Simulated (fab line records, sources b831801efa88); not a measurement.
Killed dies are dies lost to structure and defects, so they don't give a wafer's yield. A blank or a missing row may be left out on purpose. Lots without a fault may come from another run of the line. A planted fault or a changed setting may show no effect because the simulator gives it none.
fab line records | flow gf180mcu
record lots=13 wafers=39 last_day=33
route steps=602 shown STI@5 MVPSD@86 VT_IMPLANT@111
lots that met no fault: from a run of the same line without faults
start_h: hours from the record's first day to the start of the lot's first wafer shown | wait_h: hours since the lot's step before | " the same as in the row above | L1.1+2: a row that stands for several wafers | - no value, or no start given | * or withheld: withheld | < > ~ a bound
route shown NAME@n: a module of which the file shows steps, and the number in the route of the first | usual: mean/standard deviation of fault-free wafers | same: alike in all rows | chamber/n: place in a boat | sites: the reading at each site | _std_site: their standard deviation | _edge_site: outer sites' mean less inner sites' | radius_mm: how far each site lies from the wafer's centre | mask NAME#n: copy n | behind: the tool/chamber that last shaped the wafer | hold: why the lot was held/for how many hours/how that ended | device: the transistor (n, p or np) that didn't switch | end of line: the same wafers' tests at the end of the route | a step without rows: its recipe alone | killed: dies lost to structure and defects at the first sort, not the wafer's yield | map: a wafer's dies, x killed, . not, _ none there
set.NAME: the setting as run; set.NAME@STEP: as run at that earlier step | model.NAME: the simulator's own value behind a step, which no gauge read
steps of the route over a sample of lots; a table a step, a row a wafer
services: from which hour (start_h, from the record's first day; less than 0 if before it) a tool's chamber was out of use, for how many hours, and why
## steps
# step GF_STI_THK_MEAS_04
# recipe reads=Si3N4_of_STI_CVD_03
# usual STI_CVD_03_THK=207.6/1.8
# columns lot.wafer tool chamber start_h wait_h STI_CVD_03_THK[nm]
L834.1 film_metro-01 - 14.57 0.0 205.9
L834.5 " - " " 207.5
L834.6 " - " " 207.1
L836.1 film_metro-04 - 24.55 0.0 207.0
L836.2 " - " " 206.7
L836.5 " - " " 208.9
L839.2 film_metro-01 - 38.57 0.0 209.2
L839.3 " - " " 208.9
L839.4 " - " " 208.9
L841.3 film_metro-03 - 48.58 0.0 205.7
L841.4 " - " " 207.2
L841.6 " - " " 206.8
L842.2 film_metro-03 - 54.18 0.0 206.6
L842.3 " - " " 210.1
L842.4 " - " " 208.1
L843.1 film_metro-04 - 61.23 0.0 209.8
L843.2 " - " " 208.6
L843.6 " - " " 208.7
L844.1 film_metro-04 - 68.05 0.0 205.1
L844.2 " - " " 202.7
L844.6 " - " " 204.4
L845.1 film_metro-04 - 72.87 0.0 211.0
L845.3 " - " " 211.1
L845.6 " - " " 211.4
L846.1 film_metro-01 - 75.40 0.0 205.9
L846.2 " - " " 206.1
L846.3 " - " " 207.5
L847.1 film_metro-01 - 78.56 0.0 207.0
L847.3 " - " " 206.1
L847.6 " - " " 206.6
L851.1 film_metro-03 - 98.56 0.0 210.2
L851.2 " - " " 211.1
L851.3 " - " " 212.6
L852.2 film_metro-01 - 104.59 0.0 208.4
L852.3 " - " " 208.1
L852.6 " - " " 207.6
L853.3 film_metro-04 - 108.58 0.0 206.1
L853.4 " - " " 206.7
L853.5 " - " " 205.2
# step GF_STI_THK_MEAS_22
# recipe reads=SiO2_of_STI_OXIDATION_21
# usual STI_OXIDATION_01_THK=14.89/0.28
# columns lot.wafer tool chamber start_h wait_h STI_OXIDATION_01_THK[nm]
L834.1 film_metro-03 - 27.64 0.0 14.48
L834.5 " - " " 14.59
L834.6 " - " " 14.77
L836.1 film_metro-04 - 42.03 0.0 15.04
L836.2 " - " " 14.98
L836.5 " - " " 15.09
L839.2 film_metro-01 - 51.96 0.0 14.73
L839.3 " - " " 15.01
L839.4 " - " " 14.98
L841.3 film_metro-04 - 63.38 0.0 14.67
L841.4 " - " " 14.56
L841.6 " - " " 14.73
L842.2 film_metro-03 - 71.97 0.0 14.72
L842.3 " - " " 14.95
L842.4 " - " " 14.95
L843.1 film_metro-01 - 74.50 0.0 15.07
L843.2 " - " " 14.94
L843.6 " - " " 15.05
L844.1 film_metro-04 - 83.12 0.0 15.08
L844.2 " - " " 15.05
L844.6 " - " " 14.95
L845.1 film_metro-03 - 88.29 0.0 14.94
L845.3 " - " " 15.15
L845.6 " - " " 14.96
L846.1 film_metro-01 - 90.48 0.0 14.71
L846.2 " - " " 15.05
L846.3 " - " " 14.78
L847.1 film_metro-04 - 93.64 0.0 14.56
L847.3 " - " " 14.48
L847.6 " - " " 14.45
L851.1 film_metro-04 - 114.44 0.0 15.14
L851.2 " - " " 14.90
L851.3 " - " " 14.84
L852.2 film_metro-03 - 119.96 0.0 15.29
L852.3 " - " " 15.05
L852.6 " - " " 15.02
L853.3 film_metro-04 - 124.49 0.0 15.35
L853.4 " - " " 15.33
L853.5 " - " " 15.25
# step GF_MVPSD_IMPLANT_08
# recipe species=B energy_kev=170 dose_cm2=1.5e+13 tilt_deg=0
# usual dose_ions_cm2=1.5001e+13/1.7e+10 faraday_current_uA=84.5/1.7
# columns lot.wafer tool chamber start_h wait_h dose_ions_cm2 faraday_current_uA
L834.1 implanter-04 0 94.93 0.0 1.5028e+13 79.4
L834.5 " 0 " " 1.5003e+13 86.3
L834.6 " 0 " " 1.5034e+13 83.8
L836.1 implanter-03 0 114.28 0.0 1.5004e+13 85.1
L836.2 " 0 " " 1.5003e+13 84.8
L836.5 " 0 " " 1.5022e+13 84.5
L839.2 implanter-03 0 124.26 0.0 1.4997e+13 83.8
L839.3 " 0 " " 1.4996e+13 83.5
L839.4 " 0 " " 1.5002e+13 83.2
L841.3 implanter-02 0 142.38 0.1 1.5005e+13 84.3
L841.4 " 0 " " 1.499e+13 84.1
L841.6 " 0 " " 1.5011e+13 87.6
L842.2 implanter-04 0 145.91 0.0 1.4985e+13 82.2
L842.3 " 0 " " 1.499e+13 81.7
L842.4 " 0 " " 1.5017e+13 84.5
L843.1 implanter-04 0 148.49 0.0 1.5006e+13 85.6
L843.2 " 0 " " 1.5005e+13 84.9
L843.6 " 0 " " 1.4986e+13 84.6
L844.1 implanter-04 0 160.89 0.0 1.5019e+13 86.8
L844.2 " 0 " " 1.4995e+13 82.8
L844.6 " 0 " " 1.5002e+13 85.4
L845.1 implanter-02 0 164.34 0.0 1.5021e+13 85.0
L845.3 " 0 " " 1.5007e+13 86.6
L845.6 " 0 " " 1.5034e+13 82.0
L846.1 implanter-02 0 167.14 0.0 1.5018e+13 83.2
L846.2 " 0 " " 1.5018e+13 83.5
L846.3 " 0 " " 1.4996e+13 83.8
L847.1 implanter-02 0 174.78 0.0 1.4989e+13 81.8
L847.3 " 0 " " 1.499e+13 85.1
L847.6 " 0 " " 1.502e+13 86.4
L851.1 implanter-02 0 197.79 0.0 1.8851e+13 104.5
L851.2 " 0 " " 1.8784e+13 112.5
L851.3 " 0 " " 1.8832e+13 106.6
L852.2 implanter-02 0 203.01 0.0 1.8794e+13 110.5
L852.3 " 0 " " 1.8828e+13 106.4
L852.6 " 0 " " 1.8826e+13 109.0
L853.3 implanter-02 0 206.64 0.1 1.8798e+13 106.5
L853.4 " 0 " " 1.8801e+13 106.6
L853.5 " 0 " " 1.8789e+13 104.3
# step GF_MVPSD_TW_MEAS_11
# usual MVPSD_TW=560/3.4
# columns lot.wafer tool chamber start_h wait_h MVPSD_TW
L834.1 film_metro-03 - 95.33 0.1 560
L834.5 " - " " 558
L834.6 " - " " 560
L836.1 film_metro-02 - 114.68 0.1 557
L836.2 " - " " 560
L836.5 " - " " 558
L839.2 film_metro-02 - 124.64 0.1 559
L839.3 " - " " 559
L839.4 " - " " 560
L841.3 film_metro-03 - 142.75 0.1 556
L841.4 " - " " 562
L841.6 " - " " 560
L842.2 film_metro-03 - 146.29 0.1 562
L842.3 " - " " 564
L842.4 " - " " 563
L843.1 film_metro-03 - 148.89 0.1 562
L843.2 " - " " 562
L843.6 " - " " 562
L844.1 film_metro-03 - 161.29 0.1 557
L844.2 " - " " 560
L844.6 " - " " 560
L845.1 film_metro-03 - 164.74 0.1 561
L845.3 " - " " 558
L845.6 " - " " 560
L846.1 film_metro-02 - 167.54 0.1 564
L846.2 " - " " 563
L846.3 " - " " 563
L847.1 film_metro-01 - 175.20 0.1 554
L847.3 " - " " 556
L847.6 " - " " 555
L851.1 film_metro-01 - 198.24 0.1 593
L851.2 " - " " 588
L851.3 " - " " 586
L852.2 film_metro-01 - 203.40 0.1 592
L852.3 " - " " 591
L852.6 " - " " 588
L853.3 film_metro-01 - 207.01 0.1 589
L853.4 " - " " 592
L853.5 " - " " 590
# step GF_VT_IMPLANT_TW_MEAS_21
# usual VT_IMPLANT_2_TW=1224/9.4
# columns lot.wafer tool chamber start_h wait_h VT_IMPLANT_2_TW
L834.1 film_metro-04 - 123.66 0.1 1220
L834.5 " - " " 1220
L834.6 " - " " 1219
L836.1 film_metro-04 - 144.38 0.1 1223
L836.2 " - " " 1227
L836.5 " - " " 1222
L839.2 film_metro-02 - 155.92 0.1 1230
L839.3 " - " " 1233
L839.4 " - " " 1235
L841.3 film_metro-02 - 174.30 0.1 1240
L841.4 " - " " 1235
L841.6 " - " " 1239
L842.2 film_metro-02 - 177.49 0.1 1237
L842.3 " - " " 1239
L842.4 " - " " 1231
L843.1 film_metro-01 - 180.70 0.1 1212
L843.2 " - " " 1216
L843.6 " - " " 1216
L844.1 film_metro-04 - 195.15 0.1 1224
L844.2 " - " " 1220
L844.6 " - " " 1212
L845.1 film_metro-02 - 198.18 0.1 1241
L845.3 " - " " 1234
L845.6 " - " " 1226
L846.1 film_metro-01 - 200.95 0.1 1218
L846.2 " - " " 1216
L846.3 " - " " 1213
L847.1 film_metro-01 - 208.68 0.1 1219
L847.3 " - " " 1215
L847.6 " - " " 1215
L851.1 film_metro-02 - 233.48 0.1 1240
L851.2 " - " " 1230
L851.3 " - " " 1226
L852.2 film_metro-01 - 238.96 0.1 1211
L852.3 " - " " 1213
L852.6 " - " " 1204
L853.3 film_metro-02 - 242.25 0.1 1233
L853.4 " - " " 1238
L853.5 " - " " 1233
# step GF_VT_IMPLANT_RS_MEAS_49
# recipe thk_meas_gauge=four-point-probe
# usual MVPSD_RS=1166.5/2.8
# columns lot.wafer tool chamber start_h wait_h MVPSD_RS[ohm/sq]
L834.1 film_metro-03 - 154.98 0.1 1169.1
L834.5 " - " " 1170.9
L834.6 " - " " 1168.7
L836.1 film_metro-02 - 177.15 0.1 1172.4
L836.2 " - " " 1175.2
L836.5 " - " " 1175.5
L839.2 film_metro-02 - 189.17 0.1 1170.0
L839.3 " - " " 1167.9
L839.4 " - " " 1167.4
L841.3 film_metro-02 - 208.24 0.1 1169.7
L841.4 " - " " 1168.2
L841.6 " - " " 1168.0
L842.2 film_metro-01 - 212.82 0.1 1162.8
L842.3 " - " " 1163.2
L842.4 " - " " 1159.7
L843.1 film_metro-02 - 215.00 0.1 1168.2
L843.2 " - " " 1165.0
L843.6 " - " " 1165.5
L844.1 film_metro-02 - 230.62 0.1 1164.5
L844.2 " - " " 1163.3
L844.6 " - " " 1167.3
L845.1 film_metro-01 - 233.47 0.1 1162.5
L845.3 " - " " 1159.8
L845.6 " - " " 1162.9
L846.1 film_metro-01 - 237.26 0.1 1165.2
L846.2 " - " " 1165.9
L846.3 " - " " 1165.7
L847.1 film_metro-02 - 244.56 0.1 1166.6
L847.3 " - " " 1167.3
L847.6 " - " " 1167.1
L851.1 film_metro-01 - 271.10 0.1 1038.8
L851.2 " - " " 1037.5
L851.3 " - " " 1038.5
L852.2 film_metro-02 - 277.09 0.1 1043.6
L852.3 " - " " 1042.1
L852.6 " - " " 1041.5
L853.3 film_metro-02 - 280.56 0.1 1039.8
L853.4 " - " " 1039.0
L853.5 " - " " 1039.9
## services
# columns tool chamber start_h hours kind
implanter-03 - 72.18 3.8 repair
implanter-02 - 86.78 2.7 repair
implanter-02 - 96.60 4.0 pm
implanter-03 - 143.32 2.6 repair
implanter-02 - 145.32 3.6 repair
implanter-03 - 173.35 3.9 pm
implanter-04 - 176.73 2.5 repair
## key
first_sign step=GF_MVPSD_IMPLANT_08 reading=dose_ions_cm2 direction=up sigmas=99+ usual=1.5001e+13 struck=1.8812e+13
effect step=GF_MVPSD_IMPLANT_08 reading=faraday_current_uA direction=up sigmas=13 usual=84.5 struck=107.4
effect step=GF_MVPSD_TW_MEAS_11 reading=MVPSD_TW direction=up sigmas=8.9 usual=560 struck=590
effect step=GF_VT_IMPLANT_RS_MEAS_49 reading=MVPSD_RS direction=down sigmas=44 usual=1166.5 struck=1040.1
met_at GF_MVPSD_IMPLANT_08
struck_lots L851,L852,L853
tester_left_out L851,L852,L853
not_acting_at GF_STI_THK_MEAS_04,GF_STI_THK_MEAS_22,GF_VT_IMPLANT_TW_MEAS_21
onset_between 174.78 197.79
fault kind=process_parameter_drift tool=implanter-02 chamber=- onset_h=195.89 steps=GF_MVPSD_IMPLANT_08 channel=dose_cm2 offset=3.8137e+12 shape=step end_h=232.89 acts_in=these_recipes_only stated=1.5e+13
# tester_left_out: of these lots the tester's yield and bins aren't shown, on N5 and GAA mostly nor the transistor test; their killed dies are dies lost to structure and defects alone, not to doping, threshold or leakage, so they don't give the yield
